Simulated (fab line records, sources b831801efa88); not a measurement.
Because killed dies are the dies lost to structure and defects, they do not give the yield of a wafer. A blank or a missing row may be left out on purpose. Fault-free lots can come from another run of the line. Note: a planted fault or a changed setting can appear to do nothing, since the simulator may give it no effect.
fab line records	flow sky130	part 1 of 2: steps 1 to 25 of 36
record: lots: 5	wafers: 15	last_day: 50
route steps=708 shown VIA1@466 METAL2@483
lots with no fault: from the same line, run without faults
start_h: the number of hours between the record's first day and the start of the first shown wafer of the lot	wait_h: time in hours since the lot's previous step	" unchanged from the row above	L1.1+2: a single row standing in for several wafers	- no value, or no start given	* or withheld: withheld	< > ~ a bound
route shown NAME@n: NAME is a module with steps in the file, n the number in the route of the first one	usual: the fault-free wafers' mean and standard deviation	same: alike in all rows	chamber/n: place in a boat	sites: the reading at each site	_std_site: standard deviation across them	_edge_site: mean of outer sites minus mean of inner sites	radius_mm: for every site, how far away it sits from the centre of the wafer	mask NAME#n: copy n	behind: the tool/chamber that last shaped the wafer	hold: why the lot was held/for how many hours/how that ended	device: the transistor (n, p or np) that didn't switch	end of line: the route-end tests of the same wafers	a step without rows: its recipe alone	killed: dies lost to structure and defects at the first sort, not the wafer's yield	map: a wafer's dies, x killed, . not, _ none there
set.NAME: the setting that was run; set.NAME@STEP: the one run at that earlier step	model.NAME: the simulator's own value behind a step, which no gauge read
lots seen at some steps along the route; tables by step, rows by wafer
services: the hour from which a tool's chamber was out of use, counted from the record's first day as start_h (under 0 if before that day), plus the number of hours and why
== steps ==
step: SKY_VIA1_SOFTBAKE_08
recipe: temp_c: 100	time_s: 90	resist: KrF-thick
lot.wafer	tool	chamber	start_h	wait_h
L077.2+3+5	litho_track-03	0	-	-
L078.1+3+5	litho_track-01	0	-	-
L088.2+5+6	litho_track-01	0	-	-
L092.2+4+6	litho_track-02	0	-	-
L096.1+3+5	litho_track-02	0	-	-
step: SKY_VIA1_EXPOSE_09
recipe: mask_id: VIM	na: 0.8	source_shape: annular	sigma_inner: 0.55	sigma_outer: 0.85	target_cd_nm: 150	dose_mj: 38
usual: exposure_dose_mJ_cm2: 37.92/0.044
lot.wafer	tool	chamber	start_h	wait_h	mask	exposure_dose_mJ_cm2
L077.2	krf_scanner-02	0	-	-	VIM#0	37.92
L077.3	"	0	"	"	VIM#0	37.84
L077.5	"	0	"	"	VIM#0	37.90
L078.1	krf_scanner-02	0	-	-	VIM#0	37.96
L078.3	"	0	"	"	VIM#0	37.98
L078.5	"	0	"	"	VIM#0	37.99
L088.2	krf_scanner-01	0	-	-	VIM#0	37.93
L088.5	"	0	"	"	VIM#0	37.89
L088.6	"	0	"	"	VIM#0	37.91
L092.2	krf_scanner-02	0	-	-	VIM#0	37.89
L092.4	"	0	"	"	VIM#0	37.91
L092.6	"	0	"	"	VIM#0	37.89
L096.1	krf_scanner-02	0	-	-	VIM#0	37.88
L096.3	"	0	"	"	VIM#0	37.89
L096.5	"	0	"	"	VIM#0	37.84
step: SKY_VIA1_PEB_10
recipe: peb_temp_c: withheld	peb_time_s: withheld	resist: KrF-thick
lot.wafer	tool	chamber	start_h	wait_h
L077.2+3+5	litho_track-02	0	-	-
L078.1+3+5	litho_track-03	0	-	-
L088.2+5+6	litho_track-01	0	-	-
L092.2+4+6	litho_track-02	0	-	-
L096.1+3+5	litho_track-02	0	-	-
step: SKY_VIA1_DEVELOP_11
recipe: develop_time_s: 60	resist: KrF-thick	dev_temp_c: 21
lot.wafer	tool	chamber	start_h	wait_h
L077.2+3+5	litho_track-02	0	-	-
L078.1+3+5	litho_track-03	0	-	-
L088.2+5+6	litho_track-01	0	-	-
L092.2+4+6	litho_track-02	0	-	-
L096.1+3+5	litho_track-02	0	-	-
step: SKY_VIA1_CD_MEAS_12
recipe: target_cd_nm: 150
usual: cd_nm: 150.4/1.8
lot.wafer	tool	chamber	start_h	wait_h	cd_nm
L077.2	cd_sem-02	-	814.96	-	153.7
L077.3	"	-	"	"	153.7
L077.5	"	-	"	"	154.6
L078.1	cd_sem-01	-	824.52	-	151.6
L078.3	"	-	"	"	152.2
L078.5	"	-	"	"	150.3
L088.2	cd_sem-01	-	907.82	-	149.0
L088.5	"	-	"	"	148.0
L088.6	"	-	"	"	148.8
L092.2	cd_sem-02	-	931.91	-	151.7
L092.4	"	-	"	"	152.9
L092.6	"	-	"	"	151.0
L096.1	cd_sem-02	-	957.64	-	152.7
L096.3	"	-	"	"	152.4
L096.5	"	-	"	"	151.7
step: SKY_VIA1_OVL_MEAS_13
usual: VIA1_OVL: 1/5.1
lot.wafer	tool	chamber	start_h	wait_h	VIA1_OVL[nm]
L077.2	overlay-01	-	815.06	0.1	-8
L077.3	"	-	"	"	-6
L077.5	"	-	"	"	-6
L078.1	overlay-01	-	824.64	0.1	1
L078.3	"	-	"	"	-3
L078.5	"	-	"	"	-3
L088.2	overlay-02	-	907.93	0.1	1
L088.5	"	-	"	"	6
L088.6	"	-	"	"	3
L092.2	overlay-02	-	932.02	0.1	-11
L092.4	"	-	"	"	-6
L092.6	"	-	"	"	4
L096.1	overlay-01	-	957.76	0.1	4
L096.3	"	-	"	"	-3
L096.5	"	-	"	"	4
step: SKY_VIA1_ETCH_14
recipe: chemistry: N2/H2	target: BARC	ion_energy_ev: 200	source_w: 500	bias_w: 100	pressure_mtorr: 30	n2_flow_sccm: 100	h2_flow_sccm: 200	stop_on: SiO2	time_s: 45.9	target_depth_a: 600
usual: drypump_motor_current_A: 5.7/0.45	n2_flow_sccm: 100.0/0.31	oes_product_au: 0.855/0.0047	throttle_valve_pct: 13.223/0.0087
lot.wafer	tool	chamber	start_h	wait_h	drypump_motor_current_A	n2_flow_sccm	oes_product_au	rf_hours_counter_h	throttle_valve_pct
L077.2	rie_diel-03	3	815.09	0.0	4.8	100.4	0.858	18	13.224
L077.3	"	0	"	"	6.1	100.3	0.842	8	13.211
L077.5	"	2	"	"	5.7	99.8	0.846	-	13.225
L078.1	rie_diel-03	3	824.68	0.0	4.7	100.3	0.855	18	13.236
L078.3	"	0	"	"	6.0	100.0	0.855	9	13.215
L078.5	"	2	"	"	5.7	99.9	0.857	-	13.223
L088.2	rie_diel-04	2	907.96	0.0	5.6	100.7	0.851	13	13.224
L088.5	"	3	"	"	5.8	99.8	0.854	-	13.207
L088.6	"	0	"	"	6.5	100.3	0.856	-	13.230
L092.2	rie_diel-04	2	932.05	0.0	5.6	100.1	0.854	14	13.228
L092.4	"	0	"	"	6.5	99.6	0.848	15	13.232
L092.6	"	3	"	"	5.8	100.4	0.860	-	13.208
L096.1	rie_diel-02	1	957.80	0.0	5.3	100.2	0.851	14	13.220
L096.3	"	3	"	"	6.1	99.9	0.858	7	13.217
L096.5	"	1	"	"	5.2	99.7	0.859	-	13.222
step: SKY_VIA1_ETCH_15
recipe: target: SiO2	chemistry: C4F8/O2/Ar	target_depth_nm: 351	stop_on: TiN	mask_material: KrF-thick	source_w: 1500	bias_w: 1200	pressure_mtorr: 40	c4f8_flow_sccm: withheld	O2_flow_sccm: 6	Ar_flow_sccm: 300	time_s: 54
usual: oes_product_au: 0.982/0.0058
lot.wafer	tool	chamber	start_h	wait_h	oes_product_au	rf_hours_counter_h
L077.2	rie_diel-03	3	815.14	0.0	0.980	18
L077.3	"	0	"	"	0.992	8
L077.5	"	2	"	"	0.981	-
L078.1	rie_diel-03	3	824.72	0.0	0.979	18
L078.3	"	0	"	"	0.986	9
L078.5	"	2	"	"	0.981	-
L088.2	rie_diel-04	2	908.00	0.0	0.978	13
L088.5	"	3	"	"	0.979	-
L088.6	"	0	"	"	0.975	-
L092.2	rie_diel-04	2	932.09	0.0	0.976	14
L092.4	"	0	"	"	0.980	15
L092.6	"	3	"	"	0.982	-
L096.1	rie_diel-02	1	957.84	0.0	0.984	14
L096.3	"	3	"	"	0.989	7
L096.5	"	1	"	"	0.981	-
step: SKY_VIA1_STRIP_16
recipe: chemistry: O2/N2	power_w: 1400	pressure_mtorr: 1500	platen_temp_c: withheld	o2_flow_sccm: 3000	n2_flow_sccm: 300	overash_fraction: 0.5
usual: drypump_motor_current_A: 5.5/0.37	n2_flow_sccm: 299.9/0.89	oes_product_au: 0.415/0.0042	strip_time_to_endpoint_s: 4.454/0.021
lot.wafer	tool	chamber	start_h	wait_h	drypump_motor_current_A	n2_flow_sccm	oes_product_au	rf_hours_counter_h	strip_time_to_endpoint_s
L077.2	plasma_asher-01	0	815.18	0.0	5.2	299.2	0.409	67	4.443
L077.3	"	1	"	"	5.4	300.0	0.413	-	4.419
L077.5	"	1	"	"	5.3	299.3	0.416	-	4.466
L078.1	plasma_asher-01	1	824.77	0.0	5.4	298.1	0.410	68	4.428
L078.3	"	0	"	"	5.2	297.5	0.421	-	4.454
L078.5	"	0	"	"	5.2	299.0	0.418	-	4.446
L088.2	plasma_asher-04	0	908.05	0.0	5.2	297.9	0.416	105	4.452
L088.5	"	0	"	"	5.2	299.8	0.416	-	4.456
L088.6	"	1	"	"	5.1	299.8	0.421	-	4.440
L092.2	plasma_asher-04	0	932.13	0.0	5.2	301.0	0.415	108	4.439
L092.4	"	0	"	"	5.2	301.6	0.410	-	4.476
L092.6	"	0	"	"	5.2	299.8	0.417	-	4.478
L096.1	plasma_asher-01	0	957.88	0.0	5.2	299.8	0.410	80	4.453
L096.3	"	1	"	"	5.4	299.5	0.411	-	4.465
L096.5	"	1	"	"	5.4	300.1	0.423	-	4.450
step: SKY_VIA1_STRIP_17
recipe: chemistry: post_etch_residue_remover	time_s: 1200	temp_c: 72.5
lot.wafer	tool	chamber	start_h	wait_h
L077.2+3+5	wet_bench-03	2	815.28	0.1
L078.1+3+5	wet_bench-01	3	824.87	0.1
L088.2+5+6	wet_bench-01	3	908.15	0.1
L092.2+4+6	wet_bench-03	3	932.23	0.1
L096.1+3+5	wet_bench-02	3	957.98	0.1
step: SKY_VIA1_CLEAN_18
recipe: chemistry: IPA	time_s: 180	temp_c: 25
lot.wafer	tool	chamber	start_h	wait_h
L077.2+3+5	wet_bench-01	3	815.66	0.0
L078.1+3+5	wet_bench-02	0	825.21	0.0
L088.2+5+6	wet_bench-03	1	908.49	0.0
L092.2+4+6	wet_bench-01	2	932.58	0.0
L096.1+3+5	wet_bench-03	0	958.33	0.0
step: SKY_VIA1_CLEAN_19
recipe: chemistry: O3/DIW	dry: n2_spin
lot.wafer	tool	chamber	start_h	wait_h
L077.2+3+5	wet_bench-02	3	815.71	0.0
L078.1+3+5	wet_bench-01	3	825.27	0.0
L088.2+5+6	wet_bench-02	3	908.55	0.0
L092.2+4+6	wet_bench-02	1	932.63	0.0
L096.1+3+5	wet_bench-01	2	958.38	0.0
step: SKY_VIA1_SPUTTER_20
recipe: material: TiN	target_thk_nm: 20	chamber_pressure_pa: 5	power_w: 4000	time_s: 80
usual: chamber_pressure_pa: 4.999/0.0092	throttle_valve_pct: 29.8/1.5
lot.wafer	tool	chamber	start_h	wait_h	chamber_pressure_pa	throttle_valve_pct
L077.2	pvd_sputter-01	-	815.81	0.0	4.984	27.7
L077.3	"	-	"	"	5.003	30.6
L077.5	"	-	"	"	4.980	27.7
L078.1	pvd_sputter-02	-	825.36	0.0	5.010	27.9
L078.3	"	-	"	"	5.009	30.1
L078.5	"	-	"	"	5.011	27.7
L088.2	pvd_sputter-04	-	908.65	0.0	4.997	30.7
L088.5	"	-	"	"	4.998	30.8
L088.6	"	-	"	"	4.989	30.8
L092.2	pvd_sputter-02	-	932.73	0.0	5.003	31.6
L092.4	"	-	"	"	5.008	29.9
L092.6	"	-	"	"	4.999	31.7
L096.1	pvd_sputter-04	-	958.48	0.0	4.984	30.6
L096.3	"	-	"	"	4.998	30.7
L096.5	"	-	"	"	4.997	28.5
step: SKY_VIA1_CVD_21
recipe: material: W	target_thk_nm: 270	time_s: 80.902	temp_c: 400	pressure_torr: 40
usual: heater_power_w: 821/58
lot.wafer	tool	chamber	start_h	wait_h	heater_power_w
L077.2	cvd_w-02	0	815.87	0.0	796
L077.3	"	0	"	"	773
L077.5	"	1	"	"	796
L078.1	cvd_w-01	1	825.42	0.0	958
L078.3	"	1	"	"	960
L078.5	"	1	"	"	925
L088.2	cvd_w-02	0	908.71	0.0	784
L088.5	"	0	"	"	793
L088.6	"	1	"	"	784
L092.2	cvd_w-01	0	932.80	0.0	828
L092.4	"	1	"	"	901
L092.6	"	1	"	"	911
L096.1	cvd_w-01	1	958.54	0.0	882
L096.3	"	1	"	"	910
L096.5	"	1	"	"	889
step: SKY_VIA1_RS_MEAS_22
recipe: thk_meas_gauge: four-point-probe	reads: W_of_VIA1_CVD_21+TiN_of_VIA1_SPUTTER_20
usual: VIA1_W_RS: 0.423/0.0072
lot.wafer	tool	chamber	start_h	wait_h	VIA1_W_RS[ohm/sq]
L077.2	film_metro-04	-	815.98	0.1	0.426
L077.3	"	-	"	"	0.427
L077.5	"	-	"	"	0.424
L078.1	film_metro-02	-	825.51	0.1	0.428
L078.3	"	-	"	"	0.430
L078.5	"	-	"	"	0.430
L088.2	film_metro-02	-	908.82	0.1	0.430
L088.5	"	-	"	"	0.431
L088.6	"	-	"	"	0.427
L092.2	film_metro-02	-	932.91	0.1	0.415
L092.4	"	-	"	"	0.427
L092.6	"	-	"	"	0.428
L096.1	film_metro-03	-	958.72	0.2	0.425
L096.3	"	-	"	"	0.427
L096.5	"	-	"	"	0.421
step: SKY_VIA1_THK_MEAS_23
recipe: thk_meas_gauge: xrf	reads: W_of_VIA1_CVD_21
usual: VIA1_W_THK: 276/5.2
lot.wafer	tool	chamber	start_h	wait_h	VIA1_W_THK[nm]
L077.2	film_metro-04	-	816.09	0.1	275
L077.3	"	-	"	"	275
L077.5	"	-	"	"	275
L078.1	film_metro-02	-	825.63	0.1	273
L078.3	"	-	"	"	274
L078.5	"	-	"	"	273
L088.2	film_metro-02	-	908.93	0.1	276
L088.5	"	-	"	"	274
L088.6	"	-	"	"	278
L092.2	film_metro-02	-	933.02	0.1	282
L092.4	"	-	"	"	273
L092.6	"	-	"	"	273
L096.1	film_metro-03	-	958.84	0.1	272
L096.3	"	-	"	"	272
L096.5	"	-	"	"	276
step: SKY_VIA1_CMP_24
recipe: stop_on: SiO2	t_overpolish_s: 15	down_force_psi: 3.5	platen_rpm: 60	target_thk_nm: 0	pad_velocity_m_s: 0.94248
usual: edge_zone_pressure_frac: 1.001/0.005	head_pressure_psi: 3.500/0.0076	motor_current_A: 10.8/0.93	overpolish_run_s: 15.001/0.0087	time_to_endpoint_s: 66.8/2.6
lot.wafer	tool	chamber	start_h	wait_h	edge_zone_pressure_frac	head_pressure_psi	motor_current_A	overpolish_run_s	time_to_endpoint_s
L077.2	cmp-01	0	816.24	0.1	1.002	3.506	10.5	14.997	63.6
L077.3	"	1	"	"	0.995	3.499	9.7	14.988	63.5
L077.5	"	2	"	"	1.002	3.506	10.2	15.010	66.3
L078.3	cmp-02	2	825.69	0.0	0.996	3.492	10.9	14.983	69.2
L078.1	"	1	"	"	1.003	3.499	12.0	15.003	67.2
L078.5	"	3	"	"	1.001	3.497	11.4	14.998	67.8
L088.2	cmp-01	3	909.03	0.1	1.001	3.488	12.3	15.003	63.4
L088.6	"	2	"	"	0.997	3.493	10.4	15.001	66.0
L088.5	"	3	"	"	0.995	3.502	13.1	14.994	64.2
L092.4	cmp-01	1	933.07	0.0	1.000	3.495	9.5	15.012	66.0
L092.2	"	2	"	"	1.006	3.506	10.4	15.017	66.3
L092.6	"	2	"	"	1.000	3.492	10.3	15.008	66.9
L096.1	cmp-01	1	959.04	0.2	1.005	3.496	9.6	14.987	65.4
L096.3	"	3	"	"	1.003	3.496	12.9	15.011	66.2
L096.5	"	2	"	"	1.010	3.494	11.2	14.994	65.6
step: SKY_METAL2_SPUTTER_00
recipe: material: Ti	target_thk_nm: 15	power_w: 3000	time_s: 10	chamber_pressure_pa: 0.4
usual: chamber_pressure_pa: 0.4000/0.001	throttle_valve_pct: 29.8/1.2
lot.wafer	tool	chamber	start_h	wait_h	chamber_pressure_pa	throttle_valve_pct
L077.2	pvd_sputter-04	-	816.44	0.1	0.3977	28.4
L077.3	"	-	"	"	0.3995	30.6
L077.5	"	-	"	"	0.4011	31.0
L078.1	pvd_sputter-03	-	825.99	0.1	0.3999	29.8
L078.3	"	-	"	"	0.4002	29.8
L078.5	"	-	"	"	0.3988	29.4
L088.2	pvd_sputter-02	-	909.28	0.2	0.3994	31.6
L088.5	"	-	"	"	0.3994	29.8
L088.6	"	-	"	"	0.4001	31.8
L092.2	pvd_sputter-04	-	933.37	0.2	0.3991	30.8
L092.4	"	-	"	"	0.4002	31.3
L092.6	"	-	"	"	0.3986	31.0
L096.1	pvd_sputter-02	-	959.34	0.2	0.4007	28.3
L096.3	"	-	"	"	0.3987	31.6
L096.5	"	-	"	"	0.4010	28.2
step: SKY_METAL2_SPUTTER_01
recipe: material: TiN	target_thk_nm: 20	power_w: 6500	time_s: 16.7	chamber_pressure_pa: 0.4
usual: chamber_pressure_pa: 0.4000/0.0007	throttle_valve_pct: 29.8/1.2
lot.wafer	tool	chamber	start_h	wait_h	chamber_pressure_pa	throttle_valve_pct
L077.2	pvd_sputter-04	-	816.46	0.0	0.3996	28.7
L077.3	"	-	"	"	0.3999	30.5
L077.5	"	-	"	"	0.4009	30.7
L078.1	pvd_sputter-03	-	826.01	0.0	0.4000	29.6
L078.3	"	-	"	"	0.4010	29.8
L078.5	"	-	"	"	0.4003	29.6
L088.2	pvd_sputter-02	-	909.30	0.0	0.3989	31.5
L088.5	"	-	"	"	0.4006	29.9
L088.6	"	-	"	"	0.4001	31.4
L092.2	pvd_sputter-04	-	933.39	0.0	0.4008	30.7
L092.4	"	-	"	"	0.3992	31.1
L092.6	"	-	"	"	0.3996	31.3
L096.1	pvd_sputter-02	-	959.36	0.0	0.3990	28.3
L096.3	"	-	"	"	0.4006	31.4
L096.5	"	-	"	"	0.3992	28.3
step: SKY_METAL2_SPUTTER_02
recipe: material: AlCu	target_thk_nm: 250	power_w: 10600	time_s: 13.3	chamber_pressure_pa: 0.4
usual: chamber_pressure_pa: 0.4001/0.00075	throttle_valve_pct: 29.8/1.2
lot.wafer	tool	chamber	start_h	wait_h	chamber_pressure_pa	throttle_valve_pct
L077.2	pvd_sputter-04	-	816.49	0.0	0.4012	28.7
L077.3	"	-	"	"	0.4011	30.9
L077.5	"	-	"	"	0.3999	30.7
L078.1	pvd_sputter-03	-	826.04	0.0	0.3999	29.6
L078.3	"	-	"	"	0.3993	30.2
L078.5	"	-	"	"	0.3993	29.5
L088.2	pvd_sputter-02	-	909.33	0.0	0.4000	31.7
L088.5	"	-	"	"	0.3993	30.0
L088.6	"	-	"	"	0.4005	31.8
L092.2	pvd_sputter-04	-	933.42	0.0	0.4004	30.7
L092.4	"	-	"	"	0.4006	31.1
L092.6	"	-	"	"	0.3994	31.1
L096.1	pvd_sputter-02	-	959.39	0.0	0.4004	28.5
L096.3	"	-	"	"	0.3976	31.6
L096.5	"	-	"	"	0.3995	28.2
step: SKY_METAL2_SPUTTER_03
recipe: material: Ti	target_thk_nm: 5	power_w: 3000	time_s: 3.3	chamber_pressure_pa: 0.4
usual: chamber_pressure_pa: 0.3999/0.00078	throttle_valve_pct: 29.8/1.2
lot.wafer	tool	chamber	start_h	wait_h	chamber_pressure_pa	throttle_valve_pct
L077.2	pvd_sputter-04	-	816.51	0.0	0.4004	28.6
L077.3	"	-	"	"	0.4005	30.8
L077.5	"	-	"	"	0.4001	30.7
L078.1	pvd_sputter-03	-	826.06	0.0	0.4005	29.5
L078.3	"	-	"	"	0.3986	30.0
L078.5	"	-	"	"	0.4000	29.4
L088.2	pvd_sputter-02	-	909.35	0.0	0.3998	31.6
L088.5	"	-	"	"	0.3997	29.6
L088.6	"	-	"	"	0.4005	31.7
L092.2	pvd_sputter-04	-	933.44	0.0	0.4000	30.8
L092.4	"	-	"	"	0.3994	31.4
L092.6	"	-	"	"	0.3996	31.4
L096.1	pvd_sputter-02	-	959.41	0.0	0.3988	28.2
L096.3	"	-	"	"	0.3996	31.6
L096.5	"	-	"	"	0.3994	28.4
step: SKY_METAL2_SPUTTER_04
recipe: material: TiN	target_thk_nm: 70	power_w: 6500	time_s: 58.3	chamber_pressure_pa: 0.4
usual: chamber_pressure_pa: 0.4001/0.00084	throttle_valve_pct: 29.8/1.2
lot.wafer	tool	chamber	start_h	wait_h	chamber_pressure_pa	throttle_valve_pct
L077.2	pvd_sputter-04	-	816.53	0.0	0.3993	28.7
L077.3	"	-	"	"	0.3989	30.7
L077.5	"	-	"	"	0.4017	30.8
L078.1	pvd_sputter-03	-	826.08	0.0	0.3997	29.6
L078.3	"	-	"	"	0.3997	30.0
L078.5	"	-	"	"	0.4009	29.6
L088.2	pvd_sputter-02	-	909.37	0.0	0.3999	31.7
L088.5	"	-	"	"	0.3993	30.1
L088.6	"	-	"	"	0.3999	31.7
L092.2	pvd_sputter-04	-	933.46	0.0	0.4000	30.6
L092.4	"	-	"	"	0.3998	31.4
L092.6	"	-	"	"	0.4002	31.3
L096.1	pvd_sputter-02	-	959.43	0.0	0.4001	28.3
L096.3	"	-	"	"	0.4008	31.9
L096.5	"	-	"	"	0.3998	28.5
step: SKY_METAL2_RS_MEAS_05
recipe: thk_meas_gauge: four-point-probe	reads: TiN_of_METAL2_SPUTTER_04+Ti_of_METAL2_SPUTTER_03+AlCu_of_METAL2_SPUTTER_02+TiN_of_METAL2_SPUTTER_01+Ti_of_METAL2_SPUTTER_00
usual: METAL2_ALCU_RS: 0.1268/0.0017
lot.wafer	tool	chamber	start_h	wait_h	METAL2_ALCU_RS[ohm/sq]
L077.2	film_metro-03	-	816.60	0.0	0.1279
L077.3	"	-	"	"	0.1281
L077.5	"	-	"	"	0.1277
L078.1	film_metro-01	-	826.13	0.0	0.1259
L078.3	"	-	"	"	0.1266
L078.5	"	-	"	"	0.1258
L088.2	film_metro-01	-	909.44	0.0	0.1234
L088.5	"	-	"	"	0.1252
L088.6	"	-	"	"	0.1236
L092.2	film_metro-04	-	933.53	0.0	0.1278
L092.4	"	-	"	"	0.1289
L092.6	"	-	"	"	0.1292
L096.1	film_metro-01	-	959.48	0.0	0.1247
L096.3	"	-	"	"	0.1255
L096.5	"	-	"	"	0.1245
step: SKY_METAL2_THK_MEAS_06
recipe: thk_meas_gauge: xrf	reads: AlCu_of_METAL2_SPUTTER_02
usual: METAL2_ALCU_THK: 247/3.4
lot.wafer	tool	chamber	start_h	wait_h	METAL2_ALCU_THK[nm]
L077.2	film_metro-03	-	816.71	0.1	244
L077.3	"	-	"	"	246
L077.5	"	-	"	"	245
L078.1	film_metro-01	-	826.25	0.1	248
L078.3	"	-	"	"	245
L078.5	"	-	"	"	247
L088.2	film_metro-01	-	909.55	0.1	254
L088.5	"	-	"	"	248
L088.6	"	-	"	"	254
L092.2	film_metro-04	-	933.64	0.1	247
L092.4	"	-	"	"	244
L092.6	"	-	"	"	244
L096.1	film_metro-01	-	959.60	0.1	251
L096.3	"	-	"	"	250
L096.5	"	-	"	"	253
step: SKY_METAL2_DEHYDRATE_07
recipe: temp_c: 200	time_s: 60
lot.wafer	tool	chamber	start_h	wait_h
L077.2+3+5	litho_track-01	0	828.58	11.9
L078.1+3+5	litho_track-01	0	838.65	12.4
L088.2+5+6	litho_track-01	0	921.53	12.0
L092.2+4+6	litho_track-03	0	945.26	11.6
L096.1+3+5	litho_track-01	0	971.10	11.5
